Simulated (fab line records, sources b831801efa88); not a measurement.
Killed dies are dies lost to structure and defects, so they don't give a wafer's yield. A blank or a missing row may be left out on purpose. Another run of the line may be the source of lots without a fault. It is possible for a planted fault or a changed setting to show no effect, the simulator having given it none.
2 desks, one fault ; flow gf180mcu ; what lay behind the numbers comes last; until then each desk has only its own

== AT THE METROLOGY DESK ==
What the gauges read for every lot (on any tool): the sampled wafers with a number, averaged. Marked OUT: a lot whose mean sits more than 4 standard deviations from the usual mean, which makes it out of limits; the brackets give that distance.
Columns: A = MIM_ALCU_RS at GF_MIM_RS_MEAS_10, usual 0.1606 ohm/sq; B = M5_OVL at GF_M5_OVL_MEAS_08, usual 5 nm; C = V5_BOW at GF_V5_BOW_MEAS_05, usual 134 um; D = cd nm at GF_V5_CD_MEAS_14, usual 260.2 nm
lot;first seen here;A;B;C;D
L497;day 24 11:06;0.1606;12;124;260.4
L498;day 24 22:24;0.1590;3;129;261.9
L500;day 25 21:40;0.1608;7;131;258.4
L503;day 26 13:12;0.1616;1;121;259.8
L504;day 26 19:34;0.1599;-1;133;268.8 (+7.2) OUT
L507;day 27 19:04;0.1600;1;127;268.7 (+7.1) OUT
L508;day 28 07:19;0.1588;9;141;261.4
L509;day 28 12:48;0.1591;10;126;265.2 (+4.1) OUT
L510;day 29 02:17;0.1605;5;121;263.7
L513;day 29 14:52;0.1623;-1;139;260.6
L514;day 29 20:05;0.1589;2;141;259.7
L515;day 30 02:36;0.1622;8;139;259.1
L516;day 30 08:15;0.1594;4;133;259.5
This desk's finding: out of limits on L504, L507, L509; first on L504, day 29 07:42 (cd nm at GF_V5_CD_MEAS_14). In limits: L497, L498, L500, L503, L508, L510, L513, L514, L515, L516.

== FOR THE TOOL OWNER'S DESK: krf scanner-01 ==
The tool's own readings at GF_V5_EXPOSE_11 (exposes mask Via5, target cd 260 nm): means of the sampled wafers that have a number, for each lot that ran on this tool. Marked OUT: a lot whose mean sits more than 4 standard deviations from the usual mean, which makes it out of limits; the brackets give that distance.
Columns: A = exposure dose mJ cm2 at GF_V5_EXPOSE_11, usual 37.97
lot;first seen here;A
L497;day 26 16:59;38.00
L500;day 28 03:12;37.94
L504;day 28 22:35;40.01 (+43) OUT
L507;day 29 21:18;39.52 (+33) OUT
L509;day 30 13:29;39.27 (+28) OUT
L510;day 31 02:46;38.95 (+21) OUT
This desk's finding: out of limits on L504, L507, L509, L510; first on L504, day 28 22:35 (exposure dose mJ cm2 at GF_V5_EXPOSE_11). In limits: L497, L500.

== TAKEN TOGETHER ==
On L504, L507, L509, L510, at day 28 22:35, an alarm was possible from the tool owner's desk.
An alarm was possible from the metrology desk at day 29 07:42, on L504, L507, L509.
The metrology desk has L510 on record, within its limits.
The lots listed all ran GF_V5_EXPOSE_11 on krf scanner-01.

== WHAT THE SIMULATOR HAD INSERTED ==
Process parameters drifting: krf scanner-01 at GF_V5_EXPOSE_11, beginning at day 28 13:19. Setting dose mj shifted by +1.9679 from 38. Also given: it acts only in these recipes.
Struck lots among those shown: L504, L507, L509, L510.
Counting hours from when the fault started, the first reading out of limits came at 9 for the tool owner's desk and at 18 for the metrology desk.
